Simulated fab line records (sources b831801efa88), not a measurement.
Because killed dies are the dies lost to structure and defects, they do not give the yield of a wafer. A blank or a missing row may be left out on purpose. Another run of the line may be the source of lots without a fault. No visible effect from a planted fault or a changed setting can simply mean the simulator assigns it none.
Chamber matching || flow gf180mcu || 4 sister chambers for GF_V2_ETCH_16 on rie diel-04
The step etches BARC in N2/H2. 18 wafers are shown with their chamber, then 9 later ones without.

== WAFERS WITH THEIR CHAMBER ==
{"wafer": "L074.1", "chamber": 0, "drypump motor current A (A)": 6.0, "throttle valve pct (%)": 13.225, "oes product au (a.u.)": 0.853}
{"wafer": "L074.3", "chamber": 1, "drypump motor current A (A)": 5.4, "throttle valve pct (%)": 13.219, "oes product au (a.u.)": 0.850}
{"wafer": "L074.6", "chamber": 0, "drypump motor current A (A)": 6.0, "throttle valve pct (%)": 13.228, "oes product au (a.u.)": 0.853}
{"wafer": "L080.1", "chamber": 0, "drypump motor current A (A)": 6.0, "throttle valve pct (%)": 13.227, "oes product au (a.u.)": 0.846}
{"wafer": "L080.4", "chamber": 1, "drypump motor current A (A)": 5.4, "throttle valve pct (%)": 13.227, "oes product au (a.u.)": 0.858}
{"wafer": "L080.5", "chamber": 0, "drypump motor current A (A)": 6.0, "throttle valve pct (%)": 13.226, "oes product au (a.u.)": 0.856}
{"wafer": "L081.1", "chamber": 2, "drypump motor current A (A)": 5.9, "throttle valve pct (%)": 13.220, "oes product au (a.u.)": 0.853}
{"wafer": "L081.2", "chamber": 3, "drypump motor current A (A)": 6.1, "throttle valve pct (%)": 13.220, "oes product au (a.u.)": 0.856}
{"wafer": "L081.3", "chamber": 0, "drypump motor current A (A)": 6.0, "throttle valve pct (%)": 13.222, "oes product au (a.u.)": 0.849}
{"wafer": "L084.2", "chamber": 2, "drypump motor current A (A)": 5.9, "throttle valve pct (%)": 13.227, "oes product au (a.u.)": 0.853}
{"wafer": "L084.3", "chamber": 1, "drypump motor current A (A)": 5.4, "throttle valve pct (%)": 13.230, "oes product au (a.u.)": 0.852}
{"wafer": "L084.5", "chamber": 2, "drypump motor current A (A)": 6.0, "throttle valve pct (%)": 13.225, "oes product au (a.u.)": 0.859}
{"wafer": "L085.3", "chamber": 1, "drypump motor current A (A)": 5.4, "throttle valve pct (%)": 13.212, "oes product au (a.u.)": 0.854}
{"wafer": "L085.4", "chamber": 2, "drypump motor current A (A)": 5.9, "throttle valve pct (%)": 13.219, "oes product au (a.u.)": 0.855}
{"wafer": "L085.6", "chamber": 3, "drypump motor current A (A)": 6.1, "throttle valve pct (%)": 13.249, "oes product au (a.u.)": 0.849}
{"wafer": "L087.1", "chamber": 0, "drypump motor current A (A)": 6.0, "throttle valve pct (%)": 13.234, "oes product au (a.u.)": 0.857}
{"wafer": "L087.4", "chamber": 1, "drypump motor current A (A)": 5.4, "throttle valve pct (%)": 13.217, "oes product au (a.u.)": 0.851}
{"wafer": "L087.5", "chamber": 3, "drypump motor current A (A)": 6.1, "throttle valve pct (%)": 13.241, "oes product au (a.u.)": 0.852}

SIGNATURES (averages over the wafers above)
{"reading": "drypump motor current A", "chamber 0": 6.000, "chamber 1": 5.400, "chamber 2": 5.925, "chamber 3": 6.100, "scatter within a chamber": 0.0231}
{"reading": "throttle valve pct", "chamber 0": 13.22700, "chamber 1": 13.22100, "chamber 2": 13.22275, "chamber 3": 13.23667, "scatter within a chamber": 0.00752}
{"reading": "oes product au", "chamber 0": 0.85233, "chamber 1": 0.85300, "chamber 2": 0.85500, "chamber 3": 0.85233, "scatter within a chamber": 0.00355}
Rule: a wafer's distance from a chamber is the root of the sum, over the readings, of the square of ((its reading less the chamber's mean) divided by the reading's scatter). The wafer belongs to the nearest chamber; if the next one is less than 2 further off, it can't be placed. The scatter: the root of (the sum of the squares of (reading less its chamber's mean) over the shown wafers, divided by (wafers less chambers)).

== WAFERS WITH NO CHAMBER GIVEN ==
{"wafer": "L090.1", "drypump motor current A (A)": 5.4, "throttle valve pct (%)": 13.217, "oes product au (a.u.)": 0.858}
{"wafer": "L090.3", "drypump motor current A (A)": 6.0, "throttle valve pct (%)": 13.236, "oes product au (a.u.)": 0.859}
{"wafer": "L090.5", "drypump motor current A (A)": 5.4, "throttle valve pct (%)": 13.225, "oes product au (a.u.)": 0.866}
{"wafer": "L093.1", "drypump motor current A (A)": 6.1, "throttle valve pct (%)": 13.229, "oes product au (a.u.)": 0.852}
{"wafer": "L093.2", "drypump motor current A (A)": 6.0, "throttle valve pct (%)": 13.219, "oes product au (a.u.)": 0.856}
{"wafer": "L093.4", "drypump motor current A (A)": 5.4, "throttle valve pct (%)": 13.232, "oes product au (a.u.)": 0.856}
{"wafer": "L096.1", "drypump motor current A (A)": 5.9, "throttle valve pct (%)": 13.223, "oes product au (a.u.)": 0.851}
{"wafer": "L096.2", "drypump motor current A (A)": 6.0, "throttle valve pct (%)": 13.228, "oes product au (a.u.)": 0.840}
{"wafer": "L096.6", "drypump motor current A (A)": 5.9, "throttle valve pct (%)": 13.221, "oes product au (a.u.)": 0.858}

== THE CHAMBER EACH PASSED THROUGH ==
{"wafer": "L090.1", "from the rows above": 1, "in truth": 1}
{"wafer": "L090.3", "from the rows above": "can't be placed: 0 or 2", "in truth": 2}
{"wafer": "L090.5", "from the rows above": 1, "in truth": 1}
{"wafer": "L093.1", "from the rows above": 3, "in truth": 3}
{"wafer": "L093.2", "from the rows above": "can't be placed: 0 or 2", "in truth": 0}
{"wafer": "L093.4", "from the rows above": 1, "in truth": 1}
{"wafer": "L096.1", "from the rows above": 2, "in truth": 2}
{"wafer": "L096.2", "from the rows above": "can't be placed: 0 or 2", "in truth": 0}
{"wafer": "L096.6", "from the rows above": 2, "in truth": 2}
Correctly placed: 6 of 9. Unplaceable from these rows: 3, with the true chamber sitting among the candidates in 3. Placed wrongly: 0.
